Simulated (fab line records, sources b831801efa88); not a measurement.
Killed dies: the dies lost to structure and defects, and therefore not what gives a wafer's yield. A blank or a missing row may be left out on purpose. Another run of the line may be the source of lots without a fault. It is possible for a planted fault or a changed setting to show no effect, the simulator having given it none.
One fault seen from 2 desks :: flow gf180mcu :: each desk has only its own numbers; what lay behind them comes last

## AT THE METROLOGY DESK
What the gauges read for every lot (on any tool): the sampled wafers with a number, averaged. Marked OUT: a lot whose mean sits more than 4 standard deviations from the usual mean, which makes it out of limits; the brackets give that distance.
Columns: A = STI_CVD_23_THK at GF_STI_THK_MEAS_24, usual 651 nm; B = M1_OVL at GF_M1_OVL_MEAS_15, usual 0 nm
lot: L488
first seen here: day 2 15:29
A: 652
B: 4

lot: L490
first seen here: day 3 01:02
A: 652
B: 4

lot: L491
first seen here: day 3 05:58
A: 657
B: -3

lot: L492
first seen here: day 3 10:23
A: 656
B: -3

lot: L493
first seen here: day 3 16:31
A: 655
B: 5

lot: L494
first seen here: day 3 21:13
A: 651
B: 1

lot: L496
first seen here: day 4 06:44
A: 655
B: 0

lot: L497
first seen here: day 4 12:02
A: 641
B: 5

lot: L499
first seen here: day 4 22:22
A: 648
B: -4

lot: L503
first seen here: day 5 18:49
A: 656
B: -6

lot: L505
first seen here: day 6 05:38
A: 654
B: 2

lot: L508
first seen here: day 7 00:20
A: 601 (-7.5) OUT
B: -1
This desk reports L508 out of limits; the earliest was L508 at day 7 00:20 (STI_CVD_23_THK at GF_STI_THK_MEAS_24). In limits: L488, L490, L491, L492, L493, L494, L496, L497, L499, L503, L505.

## FOR THE TOOL OWNER'S DESK: hdpcvd-02
The tool's own readings at GF_STI_CVD_23 (deposits SiO2, target thk 650 nm, time 108.3 s): means of the sampled wafers that have a number, for each lot that ran on this tool. Marked OUT: a lot whose mean sits more than 4 standard deviations from the usual mean, which makes it out of limits; the brackets give that distance.
Columns: A = sih4_flow_sccm at GF_STI_CVD_23, usual 59.97 sccm
lot: L488
first seen here: day 2 15:25
A: 59.86

lot: L491
first seen here: day 3 05:52
A: 59.84

lot: L492
first seen here: day 3 10:17
A: 59.91

lot: L494
first seen here: day 3 21:09
A: 59.98

lot: L496
first seen here: day 4 06:40
A: 59.96

lot: L497
first seen here: day 4 11:57
A: 59.90

lot: L499
first seen here: day 4 22:17
A: 59.99

lot: L503
first seen here: day 5 18:44
A: 59.97

lot: L505
first seen here: day 6 05:33
A: 59.97

lot: L508
first seen here: day 7 00:16
A: 55.88 (-27) OUT
This desk's finding: out of limits on L508; first on L508, day 7 00:16 (sih4_flow_sccm at GF_STI_CVD_23). In limits: L488, L491, L492, L494, L496, L497, L499, L503, L505.

## ALL TOGETHER
The tool owner's desk had the chance to raise an alarm at day 7 00:16 on L508.
Metrology desk: alarm possible at day 7 00:20 on L508.
Of the lots named, all ran GF_STI_CVD_23 on hdpcvd-02.

## WHAT THE SIMULATOR PUT IN
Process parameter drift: hdpcvd-02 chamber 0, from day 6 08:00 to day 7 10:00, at GF_STI_CVD_23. The setting sih4_flow_sccm was moved by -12, starting from 60. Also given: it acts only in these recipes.
Shown lots that were struck: L508.
Counting hours from when the fault started, the first reading out of limits came at 16 for the tool owner's desk and at 16 for the metrology desk.
